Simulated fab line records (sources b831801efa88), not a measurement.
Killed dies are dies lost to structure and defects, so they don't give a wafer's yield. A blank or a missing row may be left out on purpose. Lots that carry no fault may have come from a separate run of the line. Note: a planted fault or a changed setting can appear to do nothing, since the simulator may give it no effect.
Which tool is to blame?	flow sky130	30 wafers from 10 lots sampled at 3 of the route's 708 steps

== WHAT THE GAUGES READ, wafer by wafer ==
SKY_LDD_HVP_OVL_MEAS_07.
lot	measured	on	LDD_HVP_OVL (nm)
L926	day 22 03:16	overlay-02	-3.2 -3.7 -3.4
L935	day 25 11:09	overlay-01	-0.1 -0.1 -0.5
L938	day 27 03:43	overlay-01	-3.3 -2.7 -0.3
L939	day 27 05:31	overlay-02	-4.2 -2.8 -3.3
L940	day 27 10:37	overlay-02	1.4 -1.1 0.4
L941	day 27 12:25	overlay-01	-1.3 -0.7 -2.3
L942	day 27 16:54	overlay-01	2.3 -1.6 -1.1
L943	day 28 07:07	overlay-02	-3.4 -2.9 -2.8
L945	day 28 13:44	overlay-02	-1.2 -0.7 -2.6
L947	day 29 10:10	overlay-02	-1.5 -1.3 -0.4

SKY_SPACER_THK_MEAS_01.
lot	measured	on	SPACER_CVD_00_THK (nm)
L926	day 23 10:53	film metro-03	44.0 43.5 43.4
L935	day 26 17:37	film metro-02	43.7 43.7 43.6
L938	day 28 10:03	film metro-01	42.5 42.4 42.5
L939	day 28 12:01	film metro-03	43.1 43.5 43.0
L940	day 28 15:58	film metro-02	43.8 44.0 43.9
L941	day 28 18:22	film metro-03	43.4 43.3 43.4
L942	day 28 22:52	film metro-02	42.6 42.7 42.6
L943	day 29 12:55	film metro-01	43.3 43.1 42.9
L945	day 29 19:17	film metro-02	43.8 43.4 43.4
L947	day 30 16:05	film metro-01	42.7 42.5 42.4

SKY_SD_P_OVL_MEAS_08.
lot	measured	on	SD_P_OVL (nm)
L926	day 25 21:34	overlay-02	-1.6 1.9 -1.7
L935	day 29 01:41	overlay-02	-1.7 0.0 -1.0
L938	day 30 17:52	overlay-01	0.0 0.6 0.9
L939	day 30 19:43	overlay-02	0.0 0.4 0.0
L940	day 30 23:56	overlay-01	-1.9 0.7 -1.1
L941	day 31 01:19	overlay-02	-0.2 -0.9 -1.7
L942	day 31 05:59	overlay-01	-0.6 0.4 -1.8
L943	day 31 21:17	overlay-02	-2.3 -2.9 -0.5
L945	day 32 01:58	overlay-01	0.6 -1.0 -0.4
L947	day 32 23:32	overlay-01	2.1 -0.2 -0.2

== TOOL THAT RAN EACH LOT (tool first, then ch and the chambers of the sampled wafers, then the start) ==
Before these readings, the record contains no process step.

== AS READ BY THE TOOLS THEMSELVES (means over the sampled wafers that have a number; for cases with no such wafer, the mark the record gives instead) ==
The record holds no such reading with a usual standard deviation.

== THE ANSWER, worked out from the rows above alone ==
Rule: what is usual is taken from the lots themselves. Put in order of their means at a reading, lots are off if they are a third of the lots or fewer, leave a main group of 4 or more, and stand apart from it by a gap of 3 or more times the standard deviation of the main group's means; of several such gaps the widest counts. Not used: any main group whose means are identical at the precision the tables above print for the reading. A lot without any number at a reading at which 4 lots or more have one is off too. All remaining lots with rows at the step are treated as sound. After the gauges, taken in route order, come the tools' own readings; for these a lot's mean is taken, as printed above. At the first step where some lot is off, the reading lying furthest off is the one used; lots without a number count as furthest.
Across all readings shown, no lot is off: no conclusion can be drawn from this.

== WHAT WAS PUT IN BY THE SIMULATOR ==
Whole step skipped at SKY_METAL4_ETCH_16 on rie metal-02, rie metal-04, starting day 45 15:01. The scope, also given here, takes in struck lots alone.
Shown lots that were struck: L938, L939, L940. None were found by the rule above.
